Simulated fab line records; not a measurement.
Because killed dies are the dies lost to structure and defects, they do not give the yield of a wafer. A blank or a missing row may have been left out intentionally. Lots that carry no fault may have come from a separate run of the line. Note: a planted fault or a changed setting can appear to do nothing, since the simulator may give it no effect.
The tool behind it: which one? | flow gf180mcu | 6 lots with 18 wafers sampled at 2 steps, on a route of 602 steps

WHAT THE GAUGES SHOWED, per wafer
GF_VT_IMPLANT_RS_MEAS_49: a four-point-probe measurement.
lot  | measured     | on            | MVPSD_RS (ohm/sq)
L790 | day 7 17:55  | film metro-03 | 1175 1171 1173
L792 | day 8 05:51  | film metro-02 | 1166 1168 1163
L794 | day 8 20:58  | film metro-03 | 1161 1160 1163
L802 | day 11 05:34 | film metro-03 | 1060 1061 1061
L808 | day 13 04:41 | film metro-02 | 1167 1169 1165
L812 | day 13 22:53 | film metro-04 | 1169 1170 1169

EACH LOT AND THE TOOL THAT RAN IT (in order: tool; ch and the chambers of the sampled wafers; start)
lot  | GF_MVPSD_IMPLANT_09
L790 | implanter-01 ch 0, day 5 06:13
L792 | implanter-01 ch 0, day 5 16:41
L794 | implanter-01 ch 0, day 6 03:47
L802 | implanter-03 ch 0, day 8 05:10
L808 | implanter-01 ch 0, day 10 00:53
L812 | implanter-01 ch 0, day 10 18:00
- GF_MVPSD_IMPLANT_09

THE ANSWER, worked out from the rows above alone
Rule: the lots themselves supply what counts as usual. Put in order of their means at a reading, lots are off if they are a third of the lots or fewer, leave a main group of 4 or more, and stand apart from it by a gap of 3 or more times the standard deviation of the main group's means; of several such gaps the widest counts. A main group whose means are all the same, to the digits that the tables above print for the reading, isn't used. A lot without any number at a reading at which 4 lots or more have one is off too. The other lots that the step has rows for count as sound.
Off: at GF_VT_IMPLANT_RS_MEAS_49 (MVPSD_RS), L802. The main group has a mean of 1167 ohm/sq with a standard deviation of 3.9.
If a tool, at a process step before that reading, ran all the lots that are off and no sound lot after the first of them, it fits. Those tools and the gauges at GF_VT_IMPLANT_RS_MEAS_49 are tried in the same way. 2 tools fit, implanter-03 at GF_MVPSD_IMPLANT_09 and film metro-03 at GF_VT_IMPLANT_RS_MEAS_49, so this cannot tell which one it is.

WHAT THE SIMULATOR HAD INSERTED
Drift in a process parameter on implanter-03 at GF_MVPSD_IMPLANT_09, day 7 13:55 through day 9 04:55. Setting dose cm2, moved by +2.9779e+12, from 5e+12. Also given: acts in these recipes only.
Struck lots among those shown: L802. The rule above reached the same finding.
